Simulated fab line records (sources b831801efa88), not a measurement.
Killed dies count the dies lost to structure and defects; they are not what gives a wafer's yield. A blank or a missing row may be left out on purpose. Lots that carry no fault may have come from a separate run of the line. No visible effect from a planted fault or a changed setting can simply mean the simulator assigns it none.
A lot that was struck, set against a sound lot + flow sfq line + 14 steps out of a route of 325
Sound: the wafers L466.2, L466.3, L466.6. Struck: wafers L473.3, L473.5. (L473.6 of the same lot was not struck and is left out.) The cause comes at the end.
Order at every step that has rows: each side's tool, ch and its chambers, its first start. Under that, the readings that differ: sound wafers + struck wafers + difference of the means + sigmas: that difference in standard deviations of wafers without a fault.
alike: same words and numbers on both sides, and readings whose means sit less than 2 such deviations apart. not compared: any withheld reading, any reading some wafer has no value for, any bound like >300 that may hide the same value, and any number with overlapping values for which the record gives no deviation.
Wherever a step has rows on one side only, a row that says differs or no value, or a row with sigmas, the two part there. When numbers do not overlap yet have no deviation, they are printed without sigmas and do not part them. Lack of a reading on every wafer of one side parts them only where that side has two or more wafers.

first, 2 steps without rows for these wafers: SFQ_TRILAYER_C5_STRIP_SOLV_CLEAN_156 (cleans in NMP, time 600 s); SFQ_TRILAYER_M6_DEP_PRE_CLEAN_158 (time 22.5 s).
SFQ_TRILAYER_M6_DEP_SPUTTER_157: material Nb, target thk 200 nm, time 133.3 s.
  sound on pvd sputter-03 at day 77 22:53; struck on pvd sputter-06 at day 80 03:19
  alike: base pressure pa, throttle valve pct
SFQ_M6_RS_MEAS_938: measures by four-point-probe.
  sound on film metro-02 at day 77 23:00; struck on film metro-02 at day 80 03:27
  alike: M6_NB_RS
then, 6 steps without rows for these wafers: SFQ_TRILAYER_M6_LITHO_COAT_164 (resist thk 60.96 nm); SFQ_TRILAYER_M6_LITHO_COAT_159 (resist thk 600 nm); SFQ_TRILAYER_M6_LITHO_SOFTBAKE_163; SFQ_TRILAYER_M6_LITHO_EXPOSE_160 (exposes mask M6, target cd 500 nm); SFQ_TRILAYER_M6_LITHO_PEB_162 (peb time 60 s); SFQ_TRILAYER_M6_LITHO_DEVELOP_161 (time 60 s).
SFQ_M6_OVL_MEAS_940:
  sound on overlay-02 at day 78 02:46; struck on overlay-02 at day 80 07:46
  alike: M6_OVL
SFQ_TRILAYER_M6_BARC_OPEN_METAL_ETCH_206: etches BARC in O2, target depth 125 nm, time 41.7 s.
  sound on rie metal-01 ch 0,1, day 78 02:47; struck on rie metal-02 ch 1, day 80 07:49
| reading                                             | sound             | struck      | difference                    | sigmas |
|-----------------------------------------------------|-------------------|-------------|-------------------------------|--------|
| bias w (W)                                          | 80.33 79.89 79.91 | - -         | no value on the struck wafers |        |
| oes product au (a.u.)                               | 0.674 0.681 0.675 | 0.756 0.752 | +0.077                        | +15    |
| run length s (s)                                    | 70.5 70.2 69.7    | 64.6 64.1   | -5.8                          | -7     |
| model.KrF_of_TRILAYER_M6_LITHO_COAT_159.thk nm (nm) | 523.8 524 525.1   | 528.4 529.8 | +4.8                          |        |
  alike: drypump motor current A, he backside leak sccm
  not compared: rf hours counter h
SFQ_TRILAYER_M6_ETCH_METAL_ETCH_162: etches Nb in Cl2/Ar, stops on SiO2, target depth 240 nm, time 120 s.
  sound on rie metal-01 ch 0,1, day 78 02:51; struck on rie metal-02 ch 1, day 80 07:54
| reading                                             | sound             | struck    | difference | sigmas |
|-----------------------------------------------------|-------------------|-----------|------------|--------|
| model.KrF_of_TRILAYER_M6_LITHO_COAT_159.thk nm (nm) | 383.3 384.1 385.9 | 386.4 387 | +2.3       |        |
  alike: bias w, drypump motor current A, he backside leak sccm, oes product au, run length s
  not compared: rf hours counter h
SFQ_TRILAYER_M6_STRIP_STRIP_163: strips in O2.
  sound on rie metal-01 ch 0,1, day 78 02:59; struck on rie metal-02 ch 1, day 80 08:11
  alike: drypump motor current A, he backside leak sccm, oes product au
  not compared: rf hours counter h

WHERE THEY PART
Only at SFQ_TRILAYER_M6_BARC_OPEN_METAL_ETCH_206, as far as this record shows. Later steps at which nothing parts them and some readings are alike: SFQ_TRILAYER_M6_ETCH_METAL_ETCH_162, SFQ_TRILAYER_M6_STRIP_STRIP_163.

WHY: whatever the simulator had introduced
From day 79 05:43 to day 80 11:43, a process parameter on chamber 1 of rie metal-02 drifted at SFQ_TRILAYER_M6_BARC_OPEN_METAL_ETCH_206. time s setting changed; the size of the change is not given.
